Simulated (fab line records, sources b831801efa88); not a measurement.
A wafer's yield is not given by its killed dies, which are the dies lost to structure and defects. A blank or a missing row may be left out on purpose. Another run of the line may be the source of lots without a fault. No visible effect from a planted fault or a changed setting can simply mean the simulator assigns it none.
A struck lot beside a sound one / flow sky130 / 44 out of 708 route steps
Sound: the wafers L493.1, L493.2, L493.4. Struck: wafers L504.1, L504.3. (L504.4 of the same lot was not struck and is left out.) The cause comes at the end.
At each step with rows: each side's tool, then ch and its chambers, then its first start. Under that, the readings that differ: sound wafers / struck wafers / difference of the means / sigmas: that difference in standard deviations of wafers without a fault.
alike: readings whose means differ by less than 2 such deviations, and words and numbers that are the same on both sides. not compared: withheld readings, readings that some wafer has no value for, bounds like >300 that may hide the same value, and numbers for which the record gives no deviation and whose values overlap.
The two part at a step that has a row with sigmas, a row that says differs or no value, or rows on one side only. Numbers that don't overlap but have no deviation are shown without sigmas and don't part them. A reading missing from all wafers of one side parts the sides only when that side holds two or more wafers.

first, 3 steps without rows for these wafers: SKY_VIA3_CLEAN_18 (cleans in IPA, time 180 s); SKY_VIA3_CLEAN_19 (cleans in O3/DIW); SKY_VIA3_SPUTTER_20 (material TiN, target thk 20 nm, time 80 s).
SKY_VIA3_CVD_21: deposits W, target thk 390 nm, time 117.31 s.
  sound on cvd_w-02 ch 0,1, day 40 08:58; struck on cvd_w-01 ch 1, day 43 17:42
  alike: heater_power_w
SKY_VIA3_RS_MEAS_22: measurement is done with a four-point probe.
  sound on film_metro-03 at day 40 09:05; struck on film_metro-04 at day 43 17:49
  alike: VIA3_W_RS
SKY_VIA3_THK_MEAS_23: measures by xrf.
  sound on film_metro-03 at day 40 09:13; struck on film_metro-04 at day 43 17:56
  alike: VIA3_W_THK
then, 4 steps without rows for these wafers: SKY_VIA3_CMP_24 (polishes, stops on SiO2, t overpolish 20 s, target thk 0 nm); SKY_METAL4_SPUTTER_00 (material Ti, target thk 15 nm, time 10 s); SKY_METAL4_SPUTTER_01 (material TiN, target thk 20 nm, time 16.7 s); SKY_METAL4_SPUTTER_02 (material AlCu, target thk 735 nm, time 39.1 s).
SKY_METAL4_SPUTTER_03: material Ti, target thk 5 nm, time 3.3 s.
  sound on pvd_sputter-02 at day 40 09:39; struck on pvd_sputter-04 at day 43 18:23
  alike: throttle_valve_pct
SKY_METAL4_SPUTTER_04: material TiN, target thk 70 nm, time 58.3 s.
  sound on pvd_sputter-02 at day 40 09:40; struck on pvd_sputter-04 at day 43 18:25
  alike: throttle_valve_pct
SKY_CAP2M_CVD_00: deposits SiO2, target thk 15.5 nm.
  sound on pecvd-02 ch 0,1, day 40 09:43; struck on pecvd-04 ch 0,2, day 43 18:28
reading=model.SiO2_of_CAP2M_CVD_00.thk_nm (nm); sound=15.37 15.5 15.86; struck=19.98 20.13; difference=+4.48; sigmas=
  alike: heater_power_w
SKY_CAP2M_THK_MEAS_01:
  sound on film_metro-01 at day 40 09:44; struck on film_metro-01 at day 43 18:29
reading=CAP2M_CVD_00_THK (nm); sound=15.38 15.53 15.90; struck=20.02 20.12; difference=+4.47; sigmas=+19
then, 1 step without rows for these wafers: SKY_CAP2M_SPUTTER_02 (material TiN, target thk 200 nm, time 166.7 s).
SKY_CAP2M_RS_MEAS_03: measurement is done with a four-point probe.
  sound on film_metro-04 at day 40 09:55; struck on film_metro-02 at day 43 18:39
  alike: CAP2M_TIN_RS
SKY_CAP2M_THK_MEAS_04: measures by xrf.
  sound on film_metro-04 at day 40 10:02; struck on film_metro-02 at day 43 18:46
  alike: CAP2M_TIN_THK
then, 7 steps without rows for these wafers: SKY_CAP2M_DEHYDRATE_05 (time 60 s); SKY_CAP2M_HMDS_06 (prime time 60 s); SKY_CAP2M_COAT_07 (resist thk 1140 nm); SKY_CAP2M_SOFTBAKE_08 (time 60 s); SKY_CAP2M_EXPOSE_09 (exposes mask CAP2M, target cd 1000 nm); SKY_CAP2M_PEB_10; SKY_CAP2M_DEVELOP_11 (develop time 60 s).
SKY_CAP2M_OVL_MEAS_12:
  sound on overlay-02 at day 41 09:16; struck on overlay-02 at day 44 16:40
  alike: CAP2M_OVL
then, 13 steps without rows for these wafers: SKY_CAP2M_METAL_ETCH_13 (etches TiN in Cl2/BCl3, stops on SiO2, target depth 220 nm, time 62.9 s); SKY_CAP2M_STRIP_14 (strips in O2/N2); SKY_CAP2M_STRIP_15 (strips in post etch residue remover, time 1200 s); SKY_CAP2M_CLEAN_16 (cleans in IPA, time 180 s); SKY_CAP2M_CLEAN_17 (cleans in O3/DIW); SKY_METAL4_DEHYDRATE_05 (time 60 s); SKY_METAL4_HMDS_06 (prime time 60 s); SKY_METAL4_COAT_07 (resist thk 60 nm); SKY_METAL4_COAT_08 (resist thk 1140 nm); SKY_METAL4_SOFTBAKE_09 (time 90 s); SKY_METAL4_EXPOSE_10 (exposes mask MM4, target cd 300 nm); SKY_METAL4_PEB_11; SKY_METAL4_DEVELOP_12 (develop time 60 s).
SKY_METAL4_CD_MEAS_13: target cd 300 nm.
  sound on cd_sem-02 at day 42 09:41; struck on cd_sem-01 at day 45 15:25
  alike: cd_nm
SKY_METAL4_OVL_MEAS_14:
  sound on overlay-01 at day 42 09:48; struck on overlay-02 at day 45 15:32
  alike: METAL4_OVL
SKY_METAL4_DESCUM_15: chemistry O2, time 8 s.
  sound on rie_metal-02 ch 0,1, day 42 09:50; struck on rie_metal-02 ch 0, day 45 15:34
  alike: drypump_motor_current_A, oes_product_au
  not compared: rf_hours_counter_h
SKY_METAL4_ETCH_16: etches BARC in N2/H2, stops on SiO2, time 88.2 s, target depth 60 nm.
  sound on rie_metal-02 ch 0,1, day 42 09:52; struck on rie_metal-02 ch 0, day 45 15:36
  alike: drypump_motor_current_A, oes_product_au, throttle_valve_pct
  not compared: rf_hours_counter_h
SKY_METAL4_ETCH_17: etches SiO2 in C4F8/O2/Ar, stops on TiN, time 3.9 s, target depth 15 nm.
  sound on rie_diel-03 ch 0,1,3, day 42 09:58; struck on rie_diel-01 ch 0,2, day 45 15:42
reading=oes_product_au (a.u.); sound=0.750 0.756 0.772; struck=0.857 0.860; difference=+0.099; sigmas=+14
reading=rf_hours_counter_h (h); sound=1 10 12; struck=29 20; difference=+17; sigmas=
reading=model.etch.depth_nm (nm); sound=15.37 15.5 15.86; struck=19.98 20.13; difference=+4.48; sigmas=
-- the record jumps here: 4 days lie between the struck wafers' starts before and after (it left off in module METAL4 and takes up again in module PAD_OPEN, whose first step shown is number 708 of the route) --
SKY_PAD_OPEN_PROBE_99:
  sound on prober-01 at day 46 07:41; struck on prober-01 at day 49 05:45
reading=model.etest.tester.sort_n_pass; sound=414 406 403; struck=339 364; difference=-56; sigmas=
reading=model.etest.tester.sort_yield_pct (%); sound=84.15 82.52 81.91; struck=68.9 73.98; difference=-11.4; sigmas=
reading=model.etest.tester.sort_bin_5_pct (%); sound=10.16 9.756 10.16; struck=23.58 18.7; difference=+11.11; sigmas=
reading=model.etest.cap_mim2.bv_v (V); sound=13.48 14.22 13.8; struck=17.74 18.28; difference=+4.18; sigmas=
reading=model.etest.cap_mim2.leak_log10_a_cm2; sound=-8.899 -9.11 -9.195; struck=-9.776 -9.998; difference=-0.819; sigmas=
reading=model.etest.cap_mim2.c_ff_um2; sound=2.358 2.34 2.284; struck=1.812 1.813; difference=-0.515; sigmas=
reading=model.etest.tester.sort_bin_8_pct (%); sound=0 0 0; struck=0.0004145 0.001153; difference=+0.0007837; sigmas=
  alike: defect_limited_yield, killed_at_M0_to_M3, killed_at_M4_up, killed_at_contacts, killed_at_front_end, killed_at_other, killed_dies, killed_open, killed_short

== WHERE THEY PART ==
Earliest at SKY_CAP2M_THK_MEAS_01; latest, in this record, at SKY_METAL4_ETCH_17. Later steps at which nothing parts them and some readings are alike: SKY_PAD_OPEN_PROBE_99.

WHY: what the simulator had put in
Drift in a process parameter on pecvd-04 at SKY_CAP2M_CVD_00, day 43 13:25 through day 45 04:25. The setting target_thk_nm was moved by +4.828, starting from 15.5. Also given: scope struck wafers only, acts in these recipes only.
